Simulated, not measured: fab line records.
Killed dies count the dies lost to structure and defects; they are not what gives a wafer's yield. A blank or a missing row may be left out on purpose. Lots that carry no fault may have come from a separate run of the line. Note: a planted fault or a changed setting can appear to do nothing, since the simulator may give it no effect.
fab line records	flow sfq_line
[record] lots = 6	wafers = 18	last_day = 91
route steps=325 shown M7@285 I7@296
lots untouched by any fault: they come from a run of this same line in which no faults occurred
start_h: start of the lot's first displayed wafer, in hours after the record's first day	wait_h: time in hours since the lot's previous step	" unchanged from the row above	L1.1+2: one row covering several wafers at once	- no value, or no start was given	* or withheld: withheld	< > ~ a bound
route shown NAME@n: a module of which the file shows steps, and the number in the route of the first	usual: mean and standard deviation over wafers with no fault	same: alike in all rows	chamber/n: place in a boat	sites: each site's reading	_std_site: standard deviation of those values	_edge_site: inner sites' mean taken away from outer sites' mean	radius_mm: for every site, how far away it sits from the centre of the wafer	mask NAME#n: copy n	behind: the most recent tool/chamber to have shaped the wafer	hold: why the lot went on hold/how many hours it stayed there/how the hold came to an end	device: names the non-switching transistor (n, p or np)	end of line: the route-end tests of the same wafers	step lacking rows: just its recipe	killed: dies that structure and defects cost at the first sort, which is not the same as the wafer's yield	map: dies across one wafer; x = killed, . = not, _ = none there
set.NAME: the setting that was run; set.NAME@STEP: the one run at that earlier step	model.NAME: the simulator's own value behind a step, which no gauge read
lots seen at some steps along the route; tables by step, rows by wafer
services: the hour from which a tool's chamber was out of use, counted from the record's first day as start_h (under 0 if before that day), plus the number of hours and why
[[steps]]
[step SFQ_TRILAYER_M7_LITHO_COAT_182]
[recipe] resist = BARC	spin_rpm = 2956	resist_thk_nm = 62
[step SFQ_TRILAYER_M7_LITHO_COAT_177]
[recipe] resist = KrF	spin_rpm = 3000	resist_thk_nm = 600
[step SFQ_TRILAYER_M7_LITHO_SOFTBAKE_181]
[recipe] temp_c = withheld	time_s = withheld	resist = KrF
[step SFQ_TRILAYER_M7_LITHO_EXPOSE_178]
[recipe] mask_id = M7	na = 0.6	source_shape = conventional	sigma_outer = 0.65	target_cd_nm = 500	dose_mj = 14.4
[step SFQ_TRILAYER_M7_LITHO_PEB_180]
[recipe] peb_temp_c = 115	peb_time_s = 60	resist = KrF
[step SFQ_TRILAYER_M7_LITHO_DEVELOP_179]
[recipe] time_s = 60	resist = KrF
[step SFQ_M7_OVL_MEAS_945]
[usual] M7_OVL = 0/5.4
lot.wafer	tool	chamber	start_h	wait_h	M7_OVL[nm]
L877.1	overlay-02	-	1900.80	0.1	2
L877.2	"	-	"	"	-1
L877.5	"	-	"	"	0
L880.1	overlay-01	-	1923.72	0.1	4
L880.3	"	-	"	"	4
L880.4	"	-	"	"	1
L887.2	overlay-01	-	1983.33	0.1	4
L887.3	"	-	"	"	13
L887.6	"	-	"	"	4
L888.1	overlay-02	-	1994.13	0.1	-4
L888.3	"	-	"	"	-2
L888.4	"	-	"	"	1
L897.2	overlay-02	-	2068.13	0.1	5
L897.3	"	-	"	"	-7
L897.4	"	-	"	"	0
L899.4	overlay-02	-	2081.40	0.1	2
L899.5	"	-	"	"	4
L899.6	"	-	"	"	3
[step SFQ_TRILAYER_M7_BARC_OPEN_METAL_ETCH_229]
[recipe] mask_material = PR	chemistry = O2	target_depth_nm = 125	target = BARC	icp_w = 600	bias_w = 80	pressure_mtorr = 10	time_s = 41.7
[usual] drypump_motor_current_A = 5.9/0.47	oes_product_au = 0.687/0.0045
lot.wafer	tool	chamber	start_h	wait_h	drypump_motor_current_A	oes_product_au	rf_hours_counter_h
L877.1	rie_metal-02	0	1900.83	0.0	6.3	0.697	57
L877.2	"	1	"	"	5.4	0.683	62
L877.5	"	0	"	"	6.3	0.687	-
L880.1	rie_metal-04	0	1923.76	0.0	5.0	0.692	34
L880.3	"	1	"	"	5.8	0.693	-
L880.4	"	0	"	"	5.1	0.686	-
L887.2	rie_metal-01	0	1983.36	0.0	6.5	0.691	87
L887.3	"	1	"	"	5.9	0.687	-
L887.6	"	0	"	"	6.5	0.691	-
L888.1	rie_metal-01	0	1994.16	0.0	6.5	0.687	89
L888.3	"	1	"	"	5.9	0.689	-
L888.4	"	0	"	"	6.5	0.682	-
L897.2	rie_metal-01	0	2068.16	0.0	6.5	0.687	98
L897.3	"	1	"	"	5.9	0.692	-
L897.4	"	0	"	"	6.5	0.690	-
L899.4	rie_metal-02	1	2081.44	0.0	5.4	0.689	-
L899.5	"	0	"	"	6.3	0.694	-
L899.6	"	1	"	"	5.4	0.686	-
[step SFQ_TRILAYER_M7_ETCH_METAL_ETCH_180]
[recipe] target = Nb	stop_on = SiO2	mask_material = PR	chemistry = Cl2/Ar	target_depth_nm = 240	icp_w = 579.8	bias_w = 80	pressure_mtorr = 10	time_s = 120
[usual] drypump_motor_current_A = 5.9/0.47	oes_product_au = 0.895/0.007
lot.wafer	tool	chamber	start_h	wait_h	drypump_motor_current_A	oes_product_au	rf_hours_counter_h
L877.1	rie_metal-02	0	1900.89	0.0	6.4	0.889	57
L877.2	"	1	"	"	5.4	0.894	62
L877.5	"	0	"	"	6.3	0.894	-
L880.1	rie_metal-04	0	1923.82	0.0	5.1	0.901	34
L880.3	"	1	"	"	5.8	0.891	-
L880.4	"	0	"	"	5.1	0.887	-
L887.2	rie_metal-01	0	1983.42	0.0	6.4	0.910	87
L887.3	"	1	"	"	5.9	0.905	-
L887.6	"	0	"	"	6.5	0.898	-
L888.1	rie_metal-01	0	1994.22	0.0	6.5	0.891	89
L888.3	"	1	"	"	5.9	0.906	-
L888.4	"	0	"	"	6.5	0.894	-
L897.2	rie_metal-01	0	2068.22	0.0	6.5	0.900	98
L897.3	"	1	"	"	5.9	0.892	-
L897.4	"	0	"	"	6.5	0.894	-
L899.4	rie_metal-02	1	2081.52	0.1	5.4	0.903	-
L899.5	"	0	"	"	6.3	0.908	-
L899.6	"	1	"	"	5.4	0.908	-
[step SFQ_TRILAYER_M7_STRIP_STRIP_181]
[recipe] gas = O2	power_w = 200	platen_temp_c = 40	overash_fraction = 0.65	chemistry = O2	pressure_mtorr = 50
[usual] drypump_motor_current_A = 5.9/0.47	oes_product_au = 1.000/0.0066
lot.wafer	tool	chamber	start_h	wait_h	drypump_motor_current_A	oes_product_au	rf_hours_counter_h
L877.1	rie_metal-02	0	1901.02	0.1	6.3	1.003	57
L877.2	"	1	"	"	5.5	1.004	62
L877.5	"	0	"	"	6.3	0.992	-
L880.1	rie_metal-04	0	1923.94	0.1	5.1	1.012	34
L880.3	"	1	"	"	5.8	0.994	-
L880.4	"	0	"	"	5.1	1.001	-
L887.2	rie_metal-01	0	1983.55	0.1	6.5	0.996	88
L887.3	"	1	"	"	5.9	0.999	-
L887.6	"	0	"	"	6.5	0.993	-
L888.1	rie_metal-01	0	1994.35	0.1	6.4	0.993	89
L888.3	"	1	"	"	5.9	1.002	-
L888.4	"	0	"	"	6.4	1.005	-
L897.2	rie_metal-01	0	2068.34	0.1	6.4	0.997	98
L897.3	"	1	"	"	5.9	1.007	-
L897.4	"	0	"	"	6.5	1.001	-
L899.4	rie_metal-02	1	2081.81	0.2	5.5	1.003	-
L899.5	"	0	"	"	6.3	0.990	-
L899.6	"	1	"	"	5.4	1.001	-
[step SFQ_TRILAYER_M7_STRIP_SOLV_CLEAN_182]
[recipe] chemistry = NMP	temp_c = 70	time_s = 600
[step SFQ_TRILAYER_I7_DEP_PECVD_183]
[recipe] material = SiO2	temp_c = 150	time_s = 111.11	pressure_torr = 2.4	rf_w = 183.3	precursor = SiH4/N2O	target_thk_nm = 500
[usual] heater_power_w = 75/14	throttle_valve_pct = 25.4/2.2
lot.wafer	tool	chamber	start_h	wait_h	heater_power_w	throttle_valve_pct
L877.1	pecvd-03	2	1901.79	0.0	83	27.3
L877.2	"	1	"	"	78	29.5
L877.5	"	2	"	"	88	27.5
L880.1	pecvd-03	2	1924.72	0.0	74	27.9
L880.3	"	0	"	"	79	24.1
L880.4	"	0	"	"	66	24.0
L887.2	pecvd-03	2	1984.32	0.0	86	27.9
L887.3	"	0	"	"	81	23.9
L887.6	"	2	"	"	72	27.7
L888.1	pecvd-04	0	1995.12	0.0	48	24.1
L888.3	"	2	"	"	90	23.2
L888.4	"	2	"	"	93	23.0
L897.2	pecvd-04	1	2069.12	0.0	81	26.2
L897.3	"	2	"	"	92	23.3
L897.4	"	0	"	"	56	24.1
L899.4	pecvd-04	1	2082.42	0.0	79	26.3
L899.5	"	2	"	"	97	23.5
L899.6	"	0	"	"	49	24.4
[step SFQ_TRILAYER_I7_CMP_CMP_184]
[recipe] material = SiO2	down_force_psi = 3	platen_rpm = 60	pad_velocity_m_s = 0.94248
[usual] motor_current_A = 9.9/1.5	retaining_ring_pressure_frac = 1.001/0.0051	time_to_endpoint_s = 217/6.4
lot.wafer	tool	chamber	start_h	wait_h	motor_current_A	retaining_ring_pressure_frac	time_to_endpoint_s	model.SiO2_of_TRILAYER_I7_DEP_PECVD_183.thk_nm
L877.2	cmp-01	3	1904.77	2.9	8.2	0.992	206	200.7
L877.1	"	0	"	"	8.9	1.002	217	200.4
L877.5	"	2	1906.27	4.4	12.8	1.010	225	200.4
L880.4	cmp-01	3	1925.50	0.7	8.7	1.009	221	200.3
L880.1	"	0	"	"	8.2	0.997	207	199.4
L880.3	"	1	"	"	9.7	1.004	210	199.6
L887.2	cmp-01	2	1987.98	3.6	11.8	1.000	217	200.7
L887.3	"	0	1988.98	4.6	8.7	1.002	227	180.7
L887.6	"	1	"	"	9.3	1.004	225	199.5
L888.1	cmp-01	0	2005.48	10.3	8.3	1.004	234	180.6
L888.4	"	1	"	"	9.6	1.006	220	202.3
L888.3	"	3	2006.98	11.8	8.3	0.997	214	200.9
L897.2	cmp-02	3	2069.20	0.0	8.6	1.000	218	199.1
L897.3	"	0	"	"	11.1	0.989	217	200.5
L897.4	"	1	"	"	10.5	1.010	220	199.5
L899.4	cmp-01	0	2083.96	1.5	8.2	0.993	226	201.2
L899.5	"	1	"	"	9.7	1.002	222	200
L899.6	"	2	"	"	11.9	1.005	220	201.4
[step SFQ_I7_BOW_MEAS_946]
[recipe] mode = bow
[usual] I7_BOW = 8/10
lot.wafer	tool	chamber	start_h	wait_h	I7_BOW[um]
L877.1	film_metro-04	-	1907.27	1.5	6
L877.2	"	-	"	"	19
L877.5	"	-	"	"	19
L880.1	film_metro-02	-	1928.50	2.0	18
L880.3	"	-	"	"	19
L880.4	"	-	"	"	13
L887.2	film_metro-02	-	1990.50	2.0	13
L887.3	"	-	"	"	7
L887.6	"	-	"	"	23
L888.1	film_metro-04	-	2008.48	2.5	7
L888.3	"	-	"	"	10
L888.4	"	-	"	"	-3
L897.2	film_metro-04	-	2072.22	2.5	5
L897.3	"	-	"	"	-11
L897.4	"	-	"	"	-1
L899.4	film_metro-03	-	2085.52	1.1	11
L899.5	"	-	"	"	19
L899.6	"	-	"	"	6
[step SFQ_TRILAYER_I7_METRO_MEASURE_185]
[usual] thk_nm = 200.0/0.76
lot.wafer	tool	chamber	start_h	wait_h	thk_nm
L877.1	film_metro-04	-	1907.39	0.1	200.3
L877.2	"	-	"	"	200.6
L877.5	"	-	"	"	200.3
L880.1	film_metro-02	-	1928.62	0.1	199.4
L880.3	"	-	"	"	199.6
L880.4	"	-	"	"	200.3
L887.2	film_metro-02	-	1990.80	0.3	200.8
L887.3	"	-	"	"	180.8
L887.6	"	-	"	"	199.4
L888.1	film_metro-04	-	2008.60	0.1	180.5
L888.3	"	-	"	"	200.8
L888.4	"	-	"	"	202.1
L897.2	film_metro-04	-	2072.52	0.3	199.2
L897.3	"	-	"	"	200.3
L897.4	"	-	"	"	199.5
L899.4	film_metro-03	-	2086.18	0.6	201.2
L899.5	"	-	"	"	200.0
L899.6	"	-	"	"	201.4
[step SFQ_TRILAYER_I7_VIA_LITHO_COAT_192]
[recipe] resist = BARC	spin_rpm = 3000	resist_thk_nm = 62
[step SFQ_TRILAYER_I7_VIA_LITHO_COAT_187]
[recipe] resist = KrF	spin_rpm = 3000	resist_thk_nm = 650
[step SFQ_TRILAYER_I7_VIA_LITHO_SOFTBAKE_191]
[recipe] temp_c = withheld	time_s = withheld	resist = KrF
[step SFQ_TRILAYER_I7_VIA_LITHO_EXPOSE_188]
[recipe] mask_id = I7	na = 0.6	source_shape = conventional	sigma_outer = 0.65	target_cd_nm = 1000	dose_mj = 21.3
[step SFQ_TRILAYER_I7_VIA_LITHO_PEB_190]
[recipe] peb_temp_c = 115	peb_time_s = 60	resist = KrF
[step SFQ_TRILAYER_I7_VIA_LITHO_DEVELOP_189]
[recipe] time_s = 60	resist = KrF
[step SFQ_I7_OVL_MEAS_947]
[usual] I7_OVL = 2/5
lot.wafer	tool	chamber	start_h	wait_h	I7_OVL[nm]
L877.1	overlay-01	-	1910.84	0.1	2
L877.2	"	-	"	"	0
L877.5	"	-	"	"	-5
L880.1	overlay-01	-	2034.72	0.1	4
L880.3	"	-	"	"	5
L880.4	"	-	"	"	9
L887.2	overlay-02	-	2086.19	0.1	-3
L887.3	"	-	"	"	-3
L887.6	"	-	"	"	5
L888.1	overlay-01	-	2096.98	0.1	-11
L888.3	"	-	"	"	-12
L888.4	"	-	"	"	-5
L897.2	overlay-02	-	2156.34	0.1	0
L897.3	"	-	"	"	3
L897.4	"	-	"	"	4
L899.4	overlay-02	-	2170.75	0.1	2
L899.5	"	-	"	"	0
L899.6	"	-	"	"	1
[step SFQ_TRILAYER_I7_VIA_BARC_OPEN_VIA_ETCH_260]
[recipe] mask_material = PR	chemistry = O2	target_depth_nm = 125	target = BARC	source_w = 488.5	bias_w = 80	pressure_mtorr = 30	time_s = 41.7
[usual] drypump_motor_current_A = 5.8/0.36	oes_product_au = 0.685/0.0044
lot.wafer	tool	chamber	start_h	wait_h	drypump_motor_current_A	oes_product_au	rf_hours_counter_h
L877.1	rie_diel-03	0	1910.88	0.0	5.2	0.691	16
L877.2	"	1	"	"	5.9	0.673	2
L877.5	"	3	"	"	6.0	0.684	-
L880.1	rie_diel-03	0	2034.76	0.0	5.1	0.686	17
L880.3	"	1	"	"	5.8	0.673	3
L880.4	"	3	"	"	6.0	0.689	12
L887.2	rie_diel-02	2	2086.22	0.0	6.1	0.681	2
L887.3	"	1	"	"	6.0	0.679	1
L887.6	"	3	"	"	5.4	0.685	-
L888.1	rie_diel-02	0	2097.02	0.0	5.1	0.683	1
L888.3	"	1	"	"	6.0	0.679	2
L888.4	"	2	"	"	6.1	0.681	3
L897.2	rie_diel-01	1	2156.37	0.0	5.8	0.692	14
L897.3	"	0	"	"	5.4	0.691	12
L897.4	"	2	"	"	6.3	0.684	4
L899.4	rie_diel-02	2	2170.77	0.0	6.1	0.686	4
L899.5	"	2	"	"	6.1	0.688	-
L899.6	"	1	"	"	6.0	0.688	-
[step SFQ_TRILAYER_I7_VIA_ETCH_VIA_ETCH_190]
[recipe] target = SiO2	stop_on = Nb	mask_material = PR	taper_deg = 20	chemistry = CHF3	target_depth_nm = 260	source_w = 500	bias_w = 80	pressure_mtorr = 30	time_s = withheld
[usual] drypump_motor_current_A = 5.8/0.36	oes_product_au = 0.854/0.0053
lot.wafer	tool	chamber	start_h	wait_h	drypump_motor_current_A	oes_product_au	model.etch.depth_nm	model.I7.feature_depth_nm
L877.1	rie_diel-03	0	1910.92	0.0	5.2	0.860	200.4	200.4
L877.2	"	1	"	"	5.9	0.858	200.7	200.7
L877.5	"	3	"	"	6.0	0.862	200.4	200.4
L880.1	rie_diel-03	0	2034.80	0.0	5.2	0.852	199.4	199.4
L880.3	"	1	"	"	5.9	0.849	199.6	199.6
L880.4	"	3	"	"	6.0	0.857	200.3	200.3
L887.2	rie_diel-02	2	2086.26	0.0	6.1	0.867	200.7	200.7
L887.3	"	1	"	"	6.0	0.810	180.7	180.7
L887.6	"	3	"	"	5.4	0.862	199.5	199.5
L888.1	rie_diel-02	0	2097.06	0.0	5.1	0.807	180.6	180.6
L888.3	"	1	"	"	6.0	0.862	200.9	200.9
L888.4	"	2	"	"	6.1	0.857	202.3	202.3
L897.2	rie_diel-01	1	2156.41	0.0	5.8	0.844	199.1	199.1
L897.3	"	0	"	"	5.5	0.839	200.5	200.5
L897.4	"	2	"	"	6.2	0.849	199.5	199.5
L899.4	rie_diel-02	2	2170.81	0.0	6.1	0.866	201.2	201.2
L899.5	"	2	"	"	6.1	0.852	200	200
L899.6	"	1	"	"	6.0	0.858	201.4	201.4
[step SFQ_TRILAYER_I7_VIA_STRIP_STRIP_191]
[recipe] gas = O2	power_w = 200	platen_temp_c = 40	overash_fraction = 0.65	chemistry = O2	pressure_mtorr = 50
[[services]]
tool	chamber	start_h	hours	kind
rie_diel-03	0	1888.98	2.2	repair
rie_diel-03	0	1897.63	6.4	repair
pecvd-04	-	1932.91	0.7	repair
cmp-01	-	1939.81	4.0	pm
rie_diel-02	0	1941.64	8.5	repair
cmp-01	-	1942.96	2.2	repair
rie_metal-02	-	1943.66	0.6	repair
pecvd-04	-	1948.03	0.8	repair
rie_diel-02	1	1953.35	4.9	repair
rie_diel-02	0	1953.53	16.2	repair
film_metro-04	-	1971.95	0.2	pm
rie_metal-02	1	1987.41	16.4	repair
rie_diel-02	0	2005.07	12.8	repair
rie_diel-02	2	2006.78	2.9	repair
rie_metal-04	0	2014.91	3.7	repair
pecvd-04	-	2018.11	12.7	repair
rie_diel-02	-	2022.15	0.9	repair
rie_metal-01	-	2030.23	4.2	repair
rie_diel-02	0	2043.22	4.0	repair
cmp-01	-	2054.02	11.8	repair
rie_diel-03	0	2058.77	3.1	repair
cmp-01	-	2131.21	2.4	repair
rie_diel-02	1	2133.75	1.5	repair
cmp-01	-	2167.61	3.5	pm
[[key]]
[first_sign] step = SFQ_TRILAYER_I7_METRO_MEASURE_185	reading = thk_nm	direction = down	sigmas = 25	usual = 200.0	struck = 180.7
[effect] step = SFQ_TRILAYER_I7_VIA_ETCH_VIA_ETCH_190	reading = oes_product_au	direction = down	sigmas = 8.6	usual = 0.854	struck = 0.809
[model_effect] step = SFQ_TRILAYER_I7_CMP_CMP_184	value = SiO2_of_TRILAYER_I7_DEP_PECVD_183.thk_nm	without = 200.7	struck = 180.7
[model_effect] step = SFQ_TRILAYER_I7_VIA_ETCH_VIA_ETCH_190	value = etch.depth_nm	without = 200.7	struck = 180.7
met_at SFQ_TRILAYER_I7_CMP_CMP_184
struck_wafers L887.3,L888.1
onset_between 1925.50 1987.98
[fault] kind = process_parameter_drift	tool = cmp-01	chamber = 0	onset_h = 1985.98	steps = SFQ_TRILAYER_I7_CMP_CMP_184	channel = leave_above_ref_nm	offset = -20	shape = step	end_h = 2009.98	acts_in = these_recipes_only	stated = 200
